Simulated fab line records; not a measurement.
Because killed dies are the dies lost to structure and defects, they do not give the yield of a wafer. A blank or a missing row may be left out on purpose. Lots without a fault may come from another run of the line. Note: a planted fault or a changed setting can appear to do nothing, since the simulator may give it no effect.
fab line records	flow sky130
record: lots: 14	wafers: 42	last_day: 50
route steps=708 shown LDD_LDN@301 SPACER@305 POLY_CUT@319 SD_P@322
lots that met no fault: from a run of the same line without faults
start_h: hours from the record's opening day to when the first of the lot's shown wafers began	wait_h: hours elapsed since this lot's preceding step	" the same as in the row above	L1.1+2: a single row standing in for several wafers	- either no value or no given start	* or withheld: withheld	< > ~ a bound
route shown NAME@n: names a module that has steps shown in the file, with the first one's number in the route	usual: mean/standard deviation of fault-free wafers	same: alike in all rows	chamber/n: place in a boat	sites: readings site by site	_std_site: the values' standard deviation	_edge_site: the outer-site mean with the inner-site mean subtracted	radius_mm: how far each site lies from the wafer's centre	mask NAME#n: copy n	behind: tool/chamber where the wafer was last shaped	hold: why the lot was held/for how many hours/how that ended	device: which transistor (n, p or np) failed to switch	end of line: the route-end tests of the same wafers	for a step that has no rows: nothing shown but its recipe	killed: the dies lost at the first sort to structure and to defects; this is not the yield of the wafer	map: dies across one wafer; x = killed, . = not, _ = none there
set.NAME: the setting that was run; set.NAME@STEP: the one run at that earlier step	model.NAME: the simulator's own value behind a step, which no gauge read
route steps across a sampled set of lots; one table per step, one row per wafer
services: the hour from which a tool's chamber was out of use, counted from the record's first day as start_h (under 0 if before that day), plus the number of hours and why
== steps ==
step: SKY_LDD_LDN_STRIP_12
recipe: chemistry: O2/N2	power_w: 1400	pressure_mtorr: 1500	platen_temp_c: withheld	o2_flow_sccm: 3000	n2_flow_sccm: 300	overash_fraction: 0.5
usual: drypump_motor_current_A: 5.5/0.41	n2_flow_sccm: 300.0/0.92	oes_product_au: 0.715/0.0042	strip_time_to_endpoint_s: 14.18/0.046
lot.wafer	tool	chamber	start_h	wait_h	drypump_motor_current_A	n2_flow_sccm	oes_product_au	rf_hours_counter_h	strip_time_to_endpoint_s
L429.1	plasma_asher-03	1	524.29	0.1	6.0	300.2	0.720	10	14.15
L429.2	"	0	"	"	5.8	301.3	0.710	10	14.15
L429.4	"	0	"	"	5.8	300.8	0.722	-	14.11
L430.2	plasma_asher-03	1	533.92	0.1	6.0	300.8	0.715	11	14.17
L430.4	"	0	"	"	5.8	300.3	0.709	-	14.16
L430.5	"	0	"	"	5.8	300.5	0.714	-	14.17
L431.1	plasma_asher-03	1	536.37	0.1	5.9	300.2	0.719	11	14.16
L431.3	"	0	"	"	5.8	301.1	0.714	-	14.17
L431.5	"	0	"	"	5.8	299.3	0.711	-	14.12
L434.1	plasma_asher-03	0	580.49	0.1	5.8	300.7	0.708	15	14.24
L434.5	"	1	"	"	6.0	299.5	0.712	-	14.24
L434.6	"	0	"	"	5.8	299.1	0.713	-	14.20
L435.2	plasma_asher-02	1	580.52	0.1	4.9	299.3	0.715	92	14.14
L435.4	"	1	"	"	4.9	298.7	0.713	-	14.19
L435.6	"	0	"	"	5.0	299.3	0.716	-	14.15
L436.2	plasma_asher-02	0	592.12	0.1	5.0	301.2	0.713	93	14.18
L436.4	"	0	"	"	5.0	300.7	0.717	-	14.19
L436.5	"	0	"	"	5.0	300.8	0.722	-	14.21
L437.2	plasma_asher-01	1	610.79	0.1	5.8	299.7	0.728	43	14.26
L437.4	"	1	"	"	5.8	299.9	0.710	-	14.20
L437.5	"	1	"	"	5.8	299.2	0.713	-	14.19
L440.1	plasma_asher-02	0	624.47	0.1	5.1	300.6	0.725	96	14.25
L440.3	"	0	"	"	5.0	300.3	0.713	-	14.23
L440.4	"	1	"	"	5.0	299.9	0.715	-	14.26
L443.2	plasma_asher-02	1	666.54	0.1	4.9	298.8	0.724	99	14.22
L443.5	"	1	"	"	4.9	299.9	0.707	-	14.25
L443.6	"	0	"	"	5.0	299.7	0.717	-	14.22
L444.2	plasma_asher-02	0	668.77	0.1	5.0	299.5	0.712	100	14.14
L444.3	"	0	"	"	5.0	299.1	0.717	-	14.18
L444.4	"	1	"	"	4.9	298.6	0.709	-	14.10
L445.1	plasma_asher-03	1	671.72	0.1	6.0	301.1	0.717	24	14.13
L445.4	"	1	"	"	6.0	301.7	0.718	-	14.17
L445.5	"	1	"	"	6.0	300.5	0.714	-	14.16
L446.2	plasma_asher-01	0	672.97	0.1	5.3	298.8	0.723	50	14.11
L446.3	"	0	"	"	5.3	300.1	0.715	-	14.10
L446.5	"	0	"	"	5.3	300.0	0.715	-	14.08
L449.1	plasma_asher-01	1	688.57	0.1	5.8	300.0	0.712	52	14.23
L449.3	"	0	"	"	5.3	298.8	0.707	-	14.19
L449.4	"	1	"	"	5.8	299.9	0.713	-	14.21
L452.3	plasma_asher-03	1	715.83	0.1	6.0	301.4	0.716	-	14.22
L452.5	"	1	"	"	5.9	299.0	0.719	-	14.24
L452.6	"	0	"	"	5.8	299.7	0.714	-	14.25
step: SKY_SPACER_THK_MEAS_01
recipe: reads: Si3N4_of_SPACER_CVD_00
usual: SPACER_CVD_00_THK: 43.0/0.49
lot.wafer	tool	chamber	start_h	wait_h	SPACER_CVD_00_THK[nm]
L429.1	film_metro-03	-	525.71	0.0	43.4
L429.2	"	-	"	"	43.3
L429.4	"	-	"	"	43.7
L430.2	film_metro-02	-	535.35	0.0	43.7
L430.4	"	-	"	"	43.6
L430.5	"	-	"	"	43.3
L431.1	film_metro-01	-	537.79	0.0	44.0
L431.3	"	-	"	"	43.9
L431.5	"	-	"	"	43.9
L434.1	film_metro-03	-	582.76	0.0	43.2
L434.5	"	-	"	"	43.4
L434.6	"	-	"	"	43.2
L435.2	film_metro-02	-	582.77	0.0	42.9
L435.4	"	-	"	"	43.8
L435.6	"	-	"	"	43.5
L436.2	film_metro-03	-	594.47	0.0	42.3
L436.4	"	-	"	"	42.5
L436.5	"	-	"	"	42.3
L437.2	film_metro-03	-	614.06	0.0	42.9
L437.4	"	-	"	"	42.9
L437.5	"	-	"	"	42.9
L440.1	film_metro-01	-	625.88	0.0	43.2
L440.3	"	-	"	"	42.8
L440.4	"	-	"	"	42.9
L443.2	film_metro-01	-	667.97	0.0	42.8
L443.5	"	-	"	"	43.3
L443.6	"	-	"	"	43.2
L444.2	film_metro-02	-	671.58	0.0	43.5
L444.3	"	-	"	"	43.1
L444.4	"	-	"	"	43.4
L445.1	film_metro-01	-	673.14	0.0	42.9
L445.4	"	-	"	"	42.4
L445.5	"	-	"	"	43.1
L446.2	film_metro-03	-	675.40	0.0	42.6
L446.3	"	-	"	"	42.4
L446.5	"	-	"	"	42.8
L449.1	film_metro-03	-	689.99	0.0	43.1
L449.3	"	-	"	"	42.8
L449.4	"	-	"	"	43.1
L452.3	film_metro-03	-	717.78	0.0	42.8
L452.5	"	-	"	"	43.0
L452.6	"	-	"	"	42.8
step: SKY_POLY_CUT_STRIP_12
recipe: chemistry: O2/N2	power_w: 1400	pressure_mtorr: 1500	platen_temp_c: withheld	o2_flow_sccm: 3000	n2_flow_sccm: 300	overash_fraction: 0.5
usual: drypump_motor_current_A: 5.5/0.37	n2_flow_sccm: 299.9/0.89	oes_product_au: 0.452/0.0048	strip_time_to_endpoint_s: 5.365/0.02
lot.wafer	tool	chamber	start_h	wait_h	drypump_motor_current_A	n2_flow_sccm	oes_product_au	rf_hours_counter_h	strip_time_to_endpoint_s
L429.1	plasma_asher-04	0	556.89	0.0	5.0	299.9	0.449	74	5.326
L429.2	"	1	"	"	5.9	300.0	0.451	74	5.343
L429.4	"	1	"	"	5.9	300.5	0.456	-	5.345
L430.2	plasma_asher-01	1	564.84	0.0	5.8	301.3	0.454	39	5.373
L430.4	"	1	"	"	5.8	300.2	0.450	-	5.367
L430.5	"	1	"	"	5.8	300.7	0.452	-	5.372
L431.1	plasma_asher-01	1	567.64	0.0	5.8	299.4	0.446	39	5.362
L431.3	"	1	"	"	5.8	301.6	0.451	-	5.355
L431.5	"	1	"	"	5.8	301.0	0.456	-	5.391
L434.1	plasma_asher-03	1	612.07	0.0	6.0	300.8	0.449	18	5.389
L434.5	"	0	"	"	5.8	299.1	0.453	-	5.344
L434.6	"	1	"	"	6.0	300.3	0.448	-	5.364
L435.2	plasma_asher-04	0	612.29	0.0	5.0	298.2	0.450	80	5.381
L435.4	"	1	"	"	5.9	300.2	0.451	-	5.378
L435.6	"	1	"	"	5.9	301.5	0.458	-	5.386
L436.2	plasma_asher-04	0	623.34	0.0	5.0	298.1	0.452	81	5.383
L436.4	"	0	"	"	5.0	297.8	0.446	-	5.391
L436.5	"	0	"	"	5.0	298.6	0.449	-	5.376
L437.2	plasma_asher-01	0	643.52	0.0	5.4	299.9	0.453	47	5.349
L437.4	"	0	"	"	5.3	298.2	0.458	-	5.347
L437.5	"	1	"	"	5.8	298.9	0.459	-	5.351
L440.1	plasma_asher-04	0	654.74	0.0	4.9	299.7	0.460	84	5.356
L440.3	"	1	"	"	5.9	302.0	0.449	-	5.365
L440.4	"	0	"	"	5.0	298.6	0.454	-	5.374
L443.2	plasma_asher-01	1	695.44	0.0	5.8	299.7	0.453	53	5.391
L443.5	"	1	"	"	5.8	300.5	0.447	-	5.383
L443.6	"	0	"	"	5.4	299.3	0.452	-	5.378
L444.2	plasma_asher-01	1	699.59	0.0	5.8	300.3	0.460	53	5.332
L444.3	"	0	"	"	5.3	300.5	0.457	-	5.371
L444.4	"	1	"	"	5.9	298.8	0.444	-	5.358
L445.1	plasma_asher-01	1	701.94	0.0	5.8	300.7	0.450	54	5.341
L445.4	"	0	"	"	5.3	300.7	0.449	-	5.358
L445.5	"	0	"	"	5.3	300.4	0.449	-	5.333
L446.2	plasma_asher-01	1	703.44	0.0	5.8	299.7	0.452	54	5.366
L446.3	"	1	"	"	5.8	300.4	0.448	-	5.381
L446.5	"	0	"	"	5.3	298.8	0.438	-	5.342
L449.1	plasma_asher-04	0	718.04	0.0	5.0	300.1	0.458	87	5.344
L449.3	"	1	"	"	5.9	299.4	0.454	-	5.366
L449.4	"	0	"	"	5.0	299.1	0.446	-	5.333
L452.3	plasma_asher-01	1	745.92	0.1	5.8	301.1	0.454	-	5.352
L452.5	"	0	"	"	5.4	299.8	0.455	-	5.348
L452.6	"	1	"	"	5.8	300.5	0.448	-	5.389
step: SKY_SD_P_COAT_02
recipe: resist: NOVOLAK	spin_rpm: 3000	resist_thk_nm: 1140
usual: chill_plate_temp_C: 22.99/0.092
lot.wafer	tool	chamber	start_h	wait_h	chill_plate_temp_C
L429.1	litho_track-03	0	571.59	0.1	23.14
L429.2	"	0	"	"	22.82
L429.4	"	0	"	"	22.91
L430.2	litho_track-03	0	579.76	0.1	23.06
L430.4	"	0	"	"	23.14
L430.5	"	0	"	"	23.09
L431.1	litho_track-04	0	581.96	0.1	23.16
L431.3	"	0	"	"	23.01
L431.5	"	0	"	"	23.00
L434.1	litho_track-02	0	625.45	0.1	23.01
L434.5	"	0	"	"	22.99
L434.6	"	0	"	"	23.11
L435.2	litho_track-03	0	625.71	0.1	22.89
L435.4	"	0	"	"	22.89
L435.6	"	0	"	"	22.72
L436.2	litho_track-04	0	637.73	0.1	23.01
L436.4	"	0	"	"	23.01
L436.5	"	0	"	"	22.99
L437.2	litho_track-02	0	657.62	0.1	22.90
L437.4	"	0	"	"	22.96
L437.5	"	0	"	"	23.01
L440.1	litho_track-04	0	668.76	0.1	23.01
L440.3	"	0	"	"	22.97
L440.4	"	0	"	"	23.08
L443.2	litho_track-03	0	708.76	0.1	23.02
L443.5	"	0	"	"	23.07
L443.6	"	0	"	"	23.15
L444.2	litho_track-04	0	713.18	0.1	22.92
L444.3	"	0	"	"	22.87
L444.4	"	0	"	"	23.01
L445.1	litho_track-04	0	715.46	0.1	22.77
L445.4	"	0	"	"	22.96
L445.5	"	0	"	"	22.80
L446.2	litho_track-03	0	717.06	0.1	23.02
L446.3	"	0	"	"	23.08
L446.5	"	0	"	"	23.11
L449.1	litho_track-02	0	731.40	0.1	22.87
L449.3	"	0	"	"	22.89
L449.4	"	0	"	"	22.82
L452.3	litho_track-03	0	759.04	0.1	23.04
L452.5	"	0	"	"	22.92
L452.6	"	0	"	"	22.85
step: SKY_SD_P_CD_MEAS_07
recipe: target_cd_nm: 380
usual: cd_nm: 379.7/2.2
lot.wafer	tool	chamber	start_h	wait_h	cd_nm
L429.1	cd_sem-02	-	586.31	0.1	378.8
L429.2	"	-	"	"	380.6
L429.4	"	-	"	"	378.2
L430.2	cd_sem-01	-	593.81	0.1	383.4
L430.4	"	-	"	"	384.0
L430.5	"	-	"	"	383.1
L431.1	cd_sem-02	-	596.44	0.1	384.6
L431.3	"	-	"	"	385.3
L431.5	"	-	"	"	382.9
L434.1	cd_sem-01	-	640.29	0.1	378.1
L434.5	"	-	"	"	381.5
L434.6	"	-	"	"	379.2
L435.2	cd_sem-02	-	640.61	0.1	379.2
L435.4	"	-	"	"	376.4
L435.6	"	-	"	"	376.0
L436.2	cd_sem-02	-	651.73	0.1	382.2
L436.4	"	-	"	"	380.9
L436.5	"	-	"	"	382.8
L437.2	cd_sem-01	-	671.76	0.1	379.9
L437.4	"	-	"	"	382.8
L437.5	"	-	"	"	380.4
L440.1	cd_sem-01	-	682.00	0.1	379.9
L440.3	"	-	"	"	379.6
L440.4	"	-	"	"	380.4
L443.2	cd_sem-02	-	722.51	0.1	383.0
L443.5	"	-	"	"	380.2
L443.6	"	-	"	"	380.1
L444.2	cd_sem-02	-	727.39	0.1	459.7
L444.3	"	-	"	"	460.5
L444.4	"	-	"	"	462.4
L445.1	cd_sem-02	-	729.29	0.1	461.0
L445.4	"	-	"	"	460.1
L445.5	"	-	"	"	460.8
L446.2	cd_sem-01	-	730.76	0.1	378.5
L446.3	"	-	"	"	380.5
L446.5	"	-	"	"	381.7
L449.1	cd_sem-02	-	745.54	0.1	382.4
L449.3	"	-	"	"	381.5
L449.4	"	-	"	"	382.2
L452.3	cd_sem-01	-	772.44	0.1	374.5
L452.5	"	-	"	"	377.0
L452.6	"	-	"	"	377.5
step: SKY_SD_P_STRIP_10
recipe: chemistry: O2/N2	power_w: 1400	pressure_mtorr: 1500	platen_temp_c: withheld	o2_flow_sccm: 3000	n2_flow_sccm: 300	overash_fraction: 0.5
usual: drypump_motor_current_A: 5.4/0.45	n2_flow_sccm: 299.8/0.88	oes_product_au: 0.619/0.0044	strip_time_to_endpoint_s: 17.50/0.046
lot.wafer	tool	chamber	start_h	wait_h	drypump_motor_current_A	n2_flow_sccm	oes_product_au	rf_hours_counter_h	strip_time_to_endpoint_s
L429.1	plasma_asher-04	1	586.61	0.1	5.9	302.0	0.616	77	17.50
L429.2	"	0	"	"	5.0	300.1	0.616	77	17.52
L429.4	"	0	"	"	5.0	299.7	0.612	-	17.53
L430.2	plasma_asher-04	1	594.09	0.1	5.9	299.1	0.616	78	17.39
L430.4	"	0	"	"	5.0	299.2	0.616	-	17.41
L430.5	"	1	"	"	5.9	298.5	0.614	-	17.45
L431.1	plasma_asher-04	1	596.74	0.1	5.9	299.0	0.614	78	17.51
L431.3	"	0	"	"	5.0	299.4	0.618	-	17.52
L431.5	"	0	"	"	5.0	299.2	0.620	-	17.55
L434.1	plasma_asher-04	1	640.59	0.1	5.9	299.1	0.623	82	17.42
L434.5	"	1	"	"	5.8	299.1	0.619	-	17.41
L434.6	"	0	"	"	5.0	299.4	0.615	-	17.39
L435.2	plasma_asher-02	1	640.89	0.1	5.0	299.2	0.620	97	17.50
L435.4	"	0	"	"	5.0	299.6	0.621	-	17.44
L435.6	"	1	"	"	5.0	298.4	0.624	-	17.53
L436.2	plasma_asher-03	1	652.01	0.1	6.0	299.6	0.620	22	17.47
L436.4	"	0	"	"	5.8	299.1	0.622	-	17.52
L436.5	"	0	"	"	5.8	299.6	0.626	-	17.44
L437.2	plasma_asher-04	1	672.04	0.1	5.9	300.7	0.619	85	17.56
L437.4	"	1	"	"	5.9	301.0	0.616	-	17.55
L437.5	"	1	"	"	5.9	301.5	0.616	-	17.56
L440.1	plasma_asher-03	0	682.31	0.1	5.8	300.1	0.625	25	17.50
L440.3	"	0	"	"	5.8	299.7	0.616	-	17.51
L440.4	"	1	"	"	5.9	300.4	0.611	-	17.51
L443.2	plasma_asher-03	1	722.79	0.1	6.0	299.3	0.612	30	17.48
L443.5	"	1	"	"	6.0	300.2	0.631	-	17.44
L443.6	"	0	"	"	5.8	300.2	0.610	-	17.52
L444.2	plasma_asher-03	0	727.68	0.1	5.8	298.1	0.518	31	10.45
L444.3	"	1	"	"	6.0	299.4	0.513	-	10.47
L444.4	"	0	"	"	5.8	299.5	0.524	-	10.45
L445.1	plasma_asher-02	0	729.59	0.1	5.0	299.9	0.522	105	10.46
L445.4	"	1	"	"	4.9	298.7	0.514	-	10.46
L445.5	"	0	"	"	5.0	300.0	0.510	-	10.47
L446.2	plasma_asher-02	1	731.04	0.1	4.9	299.0	0.605	106	17.48
L446.3	"	1	"	"	4.9	299.3	0.625	-	17.51
L446.5	"	1	"	"	5.0	298.9	0.614	-	17.51
L449.1	plasma_asher-02	1	745.87	0.1	5.0	301.4	0.617	0	17.45
L449.3	"	0	"	"	5.0	299.0	0.625	-	17.51
L449.4	"	1	"	"	4.9	299.9	0.621	-	17.52
L452.3	plasma_asher-04	1	772.74	0.1	5.8	300.1	0.620	-	17.46
L452.5	"	1	"	"	5.9	300.6	0.615	-	17.49
L452.6	"	0	"	"	5.0	301.0	0.622	-	17.50
== services ==
tool	chamber	start_h	hours	kind
plasma_asher-02	-	610.52	5.1	repair
plasma_asher-03	-	638.66	2.8	pm
plasma_asher-02	-	639.31	1.4	repair
plasma_asher-04	-	677.54	28.1	pm
plasma_asher-02	-	714.43	14.6	pm
plasma_asher-02	-	733.77	9.0	pm
plasma_asher-02	0	733.77	9.0	vent_cycle
plasma_asher-02	1	733.77	9.0	vent_cycle
plasma_asher-02	0	742.77	-	clean
plasma_asher-02	1	742.77	-	clean
plasma_asher-01	-	746.33	2.8	pm
plasma_asher-04	-	750.63	2.5	repair
== key ==
first_sign: step: SKY_SD_P_CD_MEAS_07	reading: cd_nm	direction: up	sigmas: 36	usual: 379.7	struck: 460.7
effect: step: SKY_SD_P_STRIP_10	reading: strip_time_to_endpoint_s	direction: down	sigmas: 99+	usual: *	struck: *
met_at SKY_SD_P_COAT_02
struck_lots L444,L445
sort_left_out L444.2,L444.3,L444.4,L445.1,L445.4,L445.5
tester_left_out L444,L445
not_acting_at SKY_LDD_LDN_STRIP_12,SKY_SPACER_THK_MEAS_01,SKY_POLY_CUT_STRIP_12
onset_between 668.76 713.18
fault: kind: process_parameter_drift	tool: litho_track-04	chamber: -	onset_h: 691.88	steps: SKY_SD_P_COAT_02	channel: resist_thk_nm	offset: -612.55	shape: step	end_h: 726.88	acts_in: these_recipes_only	stated: 1140
tester_left_out: of these lots the tester's yield and bins aren't shown, on N5 and GAA mostly nor the transistor test; their killed dies are dies lost to structure and defects alone, not to doping, threshold or leakage, so they don't give the yield
sort_left_out: the simulated sort isn't trusted on such a fault, so these wafers' sort isn't shown, and their yield isn't known
